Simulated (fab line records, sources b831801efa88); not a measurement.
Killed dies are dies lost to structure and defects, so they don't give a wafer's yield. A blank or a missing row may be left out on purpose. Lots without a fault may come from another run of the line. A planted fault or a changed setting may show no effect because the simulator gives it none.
Which tool did it? | flow sky130 | 12 lots, 36 wafers sampled, at 4 steps of a route of 708

WHAT THE GAUGES READ, wafer by wafer
SKY_VIA1_OVL_MEAS_13.
lot  | measured     | on         | VIA1_OVL (nm)
L517 | day 34 01:44 | overlay-01 | 3 2 -2
L518 | day 34 13:22 | overlay-02 | 7 8 11
L521 | day 35 12:12 | overlay-02 | 6 4 2
L525 | day 37 00:17 | overlay-02 | 8 -5 -11
L527 | day 37 19:11 | overlay-01 | 3 8 6
L530 | day 38 13:08 | overlay-02 | -1 2 1
L533 | day 38 19:32 | overlay-02 | 4 3 0
L534 | day 39 08:56 | overlay-01 | -4 -1 5
L535 | day 39 14:17 | overlay-01 | 9 6 -2
L537 | day 40 00:56 | overlay-01 | 4 5 8
L539 | day 41 05:50 | overlay-02 | -1 -7 -3
L540 | day 41 10:50 | overlay-01 | 1 0 1

SKY_VIA2_OVL_MEAS_13.
lot  | measured     | on         | VIA2_OVL (nm)
L517 | day 36 09:32 | overlay-02 | -1 1 -1
L518 | day 36 22:29 | overlay-01 | 1 -6 -6
L521 | day 37 19:23 | overlay-02 | 2 -4 -1
L525 | day 39 05:31 | overlay-02 | -1 -2 1
L527 | day 39 23:41 | overlay-01 | -8 -8 -7
L530 | day 40 17:11 | overlay-01 | 1 1 3
L533 | day 40 23:32 | overlay-01 | -8 -5 -6
L534 | day 41 12:08 | overlay-01 | -1 -3 4
L535 | day 41 17:38 | overlay-02 | -4 -2 2
L537 | day 42 03:53 | overlay-02 | -10 -6 -2
L539 | day 43 07:14 | overlay-02 | 5 3 4
L540 | day 43 11:56 | overlay-02 | -4 -5 -1

WHICH TOOL RAN EACH LOT (tool, then ch and the chambers of the sampled wafers, then the start)
lot  | SKY_VIA1_CMP_02               | SKY_METAL2_ETCH_18
L517 | cmp-02 ch 0,1,2, day 32 22:07 | rie_metal-02 ch 0,1, day 35 06:28
L518 | cmp-02 ch 0,1,3, day 33 09:53 | rie_metal-01 ch 0,1, day 35 18:41
L521 | cmp-02 ch 0,3, day 34 10:16   | rie_metal-01 ch 0,1, day 36 16:31
L525 | cmp-02 ch 0,2, day 35 21:10   | rie_metal-01 ch 0,1, day 38 03:40
L527 | cmp-01 ch 0,1,2, day 36 17:32 | rie_metal-03 ch 0,1, day 38 21:52
L530 | cmp-01 ch 0,1,3, day 37 10:59 | rie_metal-02 ch 1, day 39 15:42
L533 | cmp-01 ch 0,1,3, day 37 17:31 | rie_metal-02 ch 1, day 39 21:56
L534 | cmp-02 ch 0,3, day 38 07:35   | rie_metal-01 ch 0,1, day 40 10:47
L535 | cmp-02 ch 1,2,3, day 38 12:58 | rie_metal-01 ch 0,1, day 40 16:23
L537 | cmp-02 ch 0,1,2, day 39 00:02 | rie_metal-03 ch 1, day 41 02:51
L539 | cmp-02 ch 0,1,2, day 40 05:59 | rie_metal-01 ch 0, day 42 06:14
L540 | cmp-02 ch 0,3, day 40 10:30   | rie_metal-01 ch 0, day 42 11:35
- SKY_VIA1_CMP_02: polishes SiO2.
- SKY_METAL2_ETCH_18: etches BARC in N2/H2, stops on SiO2, time 45.9 s, target depth 60 nm.

WHAT THE TOOLS THEMSELVES READ (means of the sampled wafers that have a number; where no wafer has one, the mark that the record gives instead)
SKY_VIA1_CMP_02.
lot  | tool   | motor_current_A (A)
L517 | cmp-02 | 11.3
L518 | cmp-02 | 11.4
L521 | cmp-02 | 11.8
L525 | cmp-02 | 11.2
L527 | cmp-01 | 12.5
L530 | cmp-01 | 12.2
L533 | cmp-01 | 12.0
L534 | cmp-02 | 11.2
L535 | cmp-02 | 10.9
L537 | cmp-02 | 11.2
L539 | cmp-02 | 11.7
L540 | cmp-02 | 12.1

SKY_METAL2_ETCH_18.
lot  | tool         | chamber_pressure_mTorr (mTorr) | drypump_motor_current_A (A) | oes_product_au (a.u.) | run_length_s (s) | throttle_valve_pct (%)
L517 | rie_metal-02 | 30.030                         | 6.4                         | 0.853                 | 73.5             | 13.232
L518 | rie_metal-01 | 30.011                         | 5.2                         | 0.859                 | 74.1             | 13.216
L521 | rie_metal-01 | 29.998                         | 5.2                         | 0.758                 | 85.6             | 13.218
L525 | rie_metal-01 | 29.991                         | 5.3                         | 0.761                 | 85.3             | 13.211
L527 | rie_metal-03 | 30.011                         | 5.3                         | 0.851                 | 74.3             | 13.226
L530 | rie_metal-02 | 30.016                         | 6.3                         | 0.853                 | 73.4             | 13.229
L533 | rie_metal-02 | 29.990                         | 6.3                         | 0.863                 | 73.4             | 13.225
L534 | rie_metal-01 | 30.001                         | 5.3                         | 0.846                 | 73.9             | 13.226
L535 | rie_metal-01 | 29.992                         | 5.2                         | 0.852                 | 74.1             | 13.218
L537 | rie_metal-03 | 29.978                         | 5.7                         | 0.852                 | 74.2             | 13.221
L539 | rie_metal-01 | 29.997                         | 5.4                         | 0.856                 | 73.9             | 13.213
L540 | rie_metal-01 | 30.012                         | 5.4                         | 0.853                 | 74.2             | 13.222

THE ANSWER, worked out from the rows above alone
Rule: what is usual is taken from the lots themselves. Put in order of their means at a reading, lots are off if they are a third of the lots or fewer, leave a main group of 4 or more, and stand apart from it by a gap of 3 or more times the standard deviation of the main group's means; of several such gaps the widest counts. A main group whose means are all the same, to the digits that the tables above print for the reading, isn't used. A lot without any number at a reading at which 4 lots or more have one is off too. The other lots that the step has rows for count as sound. The gauges are gone through in route order, then the tools' own readings, and for those a lot's mean is taken as printed above. The first step at which some lot is off is used, and at that step the reading that is off furthest; a lot without a number counts as furthest.
Off: L521, L525, at SKY_METAL2_ETCH_18 (run_length_s). The main group: mean 73.9 s, standard deviation 0.33.
A tool fits if, at that step or a process step before it, it ran every lot that is off, and no sound lot after the first of them. None of those tried fits.

WHAT THE SIMULATOR HAD PUT IN
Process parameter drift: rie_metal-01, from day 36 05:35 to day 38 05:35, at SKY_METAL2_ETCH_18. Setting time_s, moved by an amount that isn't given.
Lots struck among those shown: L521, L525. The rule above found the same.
